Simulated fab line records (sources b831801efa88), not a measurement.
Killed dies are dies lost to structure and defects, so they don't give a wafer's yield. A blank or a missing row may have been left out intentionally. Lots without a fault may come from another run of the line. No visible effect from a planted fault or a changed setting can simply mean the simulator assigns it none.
A sampling plan put to the test / flow gf180mcu / one fab line, 19 faults that these records tell of, each judged on the records of the lots that it struck; 1 more is left out, because the records don't allow judging it
The line's own looks make up the plan; these are the steps of the route where a gauge or inspection reads the wafer and leaves it unchanged. Where struck wafers have a number at a look and the file lists that look's usual mean and standard deviation on fault-free wafers, the look can be judged. Caught: the struck wafers' mean, at a look after the fault's first step, is 4 or more of those standard deviations (sigma) away from the usual mean. On the tool: the same test on the tool's own readings at the fault's steps. Also counted as caught: the struck wafers showing another recipe, or a record that is empty for them alone.

## THE FAULTS, as the simulator had put them in
1. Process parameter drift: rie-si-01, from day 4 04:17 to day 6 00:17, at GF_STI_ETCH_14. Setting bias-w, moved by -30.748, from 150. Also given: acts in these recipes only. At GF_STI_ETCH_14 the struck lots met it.
2. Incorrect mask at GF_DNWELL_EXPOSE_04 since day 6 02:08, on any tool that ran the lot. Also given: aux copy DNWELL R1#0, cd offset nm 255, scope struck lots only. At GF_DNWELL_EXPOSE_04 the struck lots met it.
3. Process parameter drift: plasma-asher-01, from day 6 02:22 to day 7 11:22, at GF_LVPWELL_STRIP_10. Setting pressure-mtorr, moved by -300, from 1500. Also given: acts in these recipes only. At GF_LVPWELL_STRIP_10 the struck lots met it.
4. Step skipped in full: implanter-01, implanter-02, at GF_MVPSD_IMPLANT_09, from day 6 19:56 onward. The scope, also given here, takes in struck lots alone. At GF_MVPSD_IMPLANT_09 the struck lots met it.
5. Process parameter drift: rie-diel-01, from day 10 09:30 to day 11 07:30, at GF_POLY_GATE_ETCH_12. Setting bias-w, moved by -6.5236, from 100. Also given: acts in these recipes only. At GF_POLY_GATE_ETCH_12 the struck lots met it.
6. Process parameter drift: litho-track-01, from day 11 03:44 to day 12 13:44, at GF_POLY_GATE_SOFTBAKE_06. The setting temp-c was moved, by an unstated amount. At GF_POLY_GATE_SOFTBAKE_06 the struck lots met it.
7. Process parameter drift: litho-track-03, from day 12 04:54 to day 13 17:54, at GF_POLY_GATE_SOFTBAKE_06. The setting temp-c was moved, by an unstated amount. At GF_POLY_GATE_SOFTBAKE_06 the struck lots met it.
8. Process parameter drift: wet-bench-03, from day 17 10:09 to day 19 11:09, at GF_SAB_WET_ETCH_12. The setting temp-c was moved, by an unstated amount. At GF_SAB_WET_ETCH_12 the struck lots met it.
9. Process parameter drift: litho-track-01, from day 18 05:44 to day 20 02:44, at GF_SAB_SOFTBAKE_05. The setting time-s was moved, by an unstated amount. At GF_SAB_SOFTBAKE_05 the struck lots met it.
10. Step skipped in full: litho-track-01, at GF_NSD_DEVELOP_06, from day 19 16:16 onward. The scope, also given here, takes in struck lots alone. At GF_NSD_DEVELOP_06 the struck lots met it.
11. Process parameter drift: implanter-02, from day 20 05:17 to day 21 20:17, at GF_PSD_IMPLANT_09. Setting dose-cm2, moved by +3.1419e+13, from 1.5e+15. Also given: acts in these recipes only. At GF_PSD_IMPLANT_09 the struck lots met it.
12. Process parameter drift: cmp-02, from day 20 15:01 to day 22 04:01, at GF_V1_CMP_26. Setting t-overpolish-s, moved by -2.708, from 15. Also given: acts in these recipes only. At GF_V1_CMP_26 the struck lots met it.
13. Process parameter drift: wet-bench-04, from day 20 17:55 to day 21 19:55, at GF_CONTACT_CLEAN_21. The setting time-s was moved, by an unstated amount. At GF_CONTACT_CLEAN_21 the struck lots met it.
14. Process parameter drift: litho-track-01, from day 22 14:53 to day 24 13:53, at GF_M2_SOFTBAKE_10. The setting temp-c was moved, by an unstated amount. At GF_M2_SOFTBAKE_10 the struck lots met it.
15. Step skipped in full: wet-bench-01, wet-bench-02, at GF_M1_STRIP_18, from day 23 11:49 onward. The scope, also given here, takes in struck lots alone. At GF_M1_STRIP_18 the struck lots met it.
16. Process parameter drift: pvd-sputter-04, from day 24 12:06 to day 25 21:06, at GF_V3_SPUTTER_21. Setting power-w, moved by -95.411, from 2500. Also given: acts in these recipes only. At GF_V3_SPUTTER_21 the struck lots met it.
17. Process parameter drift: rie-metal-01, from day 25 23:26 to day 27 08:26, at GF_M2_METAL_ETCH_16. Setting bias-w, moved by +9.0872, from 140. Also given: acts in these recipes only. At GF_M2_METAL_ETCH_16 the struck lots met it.
18. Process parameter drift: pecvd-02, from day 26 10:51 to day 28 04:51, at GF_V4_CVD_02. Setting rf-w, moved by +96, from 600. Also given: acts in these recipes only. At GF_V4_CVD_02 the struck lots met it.
19. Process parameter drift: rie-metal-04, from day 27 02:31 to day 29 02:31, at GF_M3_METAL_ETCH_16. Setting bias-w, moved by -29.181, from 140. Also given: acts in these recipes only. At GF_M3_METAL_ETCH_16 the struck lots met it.

## WHAT THE PLAN SAW
fault=1; on the tool itself=bias-w -71 sigma; first look that catches it=none of the 2 looks that can be judged after it; reading, sigma=-; median hours from its first step to that look=-; hours from the fault's start to the first struck lot there=-; judged looks passed uncaught=2
fault=2; on the tool itself=no reading that can be judged; first look that catches it=none of the 3 looks that can be judged after it; reading, sigma=-; median hours from its first step to that look=-; hours from the fault's start to the first struck lot there=-; judged looks passed uncaught=3
fault=3; on the tool itself=chamber-pressure-mTorr -99 or beyond sigma; first look that catches it=none of the 2 looks that can be judged after it; reading, sigma=-; median hours from its first step to that look=-; hours from the fault's start to the first struck lot there=-; judged looks passed uncaught=2
fault=4; on the tool itself=the tool's record is blank for the struck wafers; first look that catches it=GF_MVPSD_TW_MEAS_11; reading, sigma=MVPSD_TW -12; median hours from its first step to that look=0.2; hours from the fault's start to the first struck lot there=2; judged looks passed uncaught=0
fault=5; on the tool itself=bias-w -20 sigma; first look that catches it=none of the 2 looks that can be judged after it; reading, sigma=-; median hours from its first step to that look=-; hours from the fault's start to the first struck lot there=-; judged looks passed uncaught=2
fault=6; on the tool itself=heater-power-total-W -29 sigma; first look that catches it=none of the 3 looks that can be judged after it; reading, sigma=strongest: cd-nm at GF_POLY_GATE_CD_MEAS_10, +2.8; median hours from its first step to that look=-; hours from the fault's start to the first struck lot there=-; judged looks passed uncaught=3
fault=7; on the tool itself=heater-power-total-W -9.6 sigma; first look that catches it=no look after it can be judged; reading, sigma=-; median hours from its first step to that look=-; hours from the fault's start to the first struck lot there=-; judged looks passed uncaught=0
fault=8; on the tool itself=temp-c +4.8 sigma; first look that catches it=no look after it can be judged; reading, sigma=-; median hours from its first step to that look=-; hours from the fault's start to the first struck lot there=-; judged looks passed uncaught=0
fault=9; on the tool itself=run-length-s +11 sigma; first look that catches it=not the one look that can be judged after it; reading, sigma=-; median hours from its first step to that look=-; hours from the fault's start to the first struck lot there=-; judged looks passed uncaught=1
fault=10; on the tool itself=the tool's record is blank for the struck wafers; first look that catches it=not the one look that can be judged after it; reading, sigma=-; median hours from its first step to that look=-; hours from the fault's start to the first struck lot there=-; judged looks passed uncaught=1
fault=11; on the tool itself=dose-ions-cm2 +14 sigma; first look that catches it=no look after it can be judged; reading, sigma=-; median hours from its first step to that look=-; hours from the fault's start to the first struck lot there=-; judged looks passed uncaught=0
fault=12; on the tool itself=overpolish-run-s -99 or beyond sigma; first look that catches it=no look after it can be judged; reading, sigma=-; median hours from its first step to that look=-; hours from the fault's start to the first struck lot there=-; judged looks passed uncaught=0
fault=13; on the tool itself=run-length-s -6.2 sigma; first look that catches it=none of the 2 looks that can be judged after it; reading, sigma=-; median hours from its first step to that look=-; hours from the fault's start to the first struck lot there=-; judged looks passed uncaught=2
fault=14; on the tool itself=heater-power-total-W +75 sigma; first look that catches it=GF_M2_CD_MEAS_14; reading, sigma=cd-nm -14; median hours from its first step to that look=11.3; hours from the fault's start to the first struck lot there=25; judged looks passed uncaught=0
fault=15; on the tool itself=the tool's record is blank for the struck wafers; first look that catches it=no look after it can be judged; reading, sigma=-; median hours from its first step to that look=-; hours from the fault's start to the first struck lot there=-; judged looks passed uncaught=0
fault=16; on the tool itself=cathode-dc-power-W -99 or beyond sigma; first look that catches it=no look after it can be judged; reading, sigma=-; median hours from its first step to that look=-; hours from the fault's start to the first struck lot there=-; judged looks passed uncaught=0
fault=17; on the tool itself=bias-w +24 sigma; first look that catches it=no look after it can be judged; reading, sigma=-; median hours from its first step to that look=-; hours from the fault's start to the first struck lot there=-; judged looks passed uncaught=0
fault=18; on the tool itself=rf-fwd-power-W +43 sigma; first look that catches it=not the one look that can be judged after it; reading, sigma=-; median hours from its first step to that look=-; hours from the fault's start to the first struck lot there=-; judged looks passed uncaught=1
fault=19; on the tool itself=bias-w -78 sigma; first look that catches it=none of the 2 looks that can be judged after it; reading, sigma=-; median hours from its first step to that look=-; hours from the fault's start to the first struck lot there=-; judged looks passed uncaught=2
A dash: the fault is not caught, or the number is missing from these records.

Caught at a look: 2 of 19. Caught on the tool: 18 of 19. By one or the other: 18 of 19.
Faults 1, 3, 5, 6, 7, 8, 9, 10, 11, 12, 13, 15, 16, 17, 18, 19 were caught on the tool alone.
Caught by neither: fault 2.

## THINNER SAMPLING
In the worst case, this is how late the first struck lot would be measured if the look that catches a fault measured only every second or every third lot, by lot number:
fault=4; struck lots at that look, in order of time=L217, L218; every lot=2 h; every second lot=12 h; every third lot=may miss all 2
fault=14; struck lots at that look, in order of time=L911, L913; every lot=25 h; every second lot=may miss all 2; every third lot=may miss all 2
The hour figures run from when the fault began to the first measured lot among those it struck. Since the struck wafers were tested as one group against 4 sigma, a single lot by itself may lie under the limit. Other struck lots may not be in these records.

## THE LONGEST TIMED WAY FROM STEP TO LOOK
Fault 14: median gap of 11.3 hours between GF_M2_SOFTBAKE_10 and GF_M2_CD_MEAS_14. No look between them can be judged.
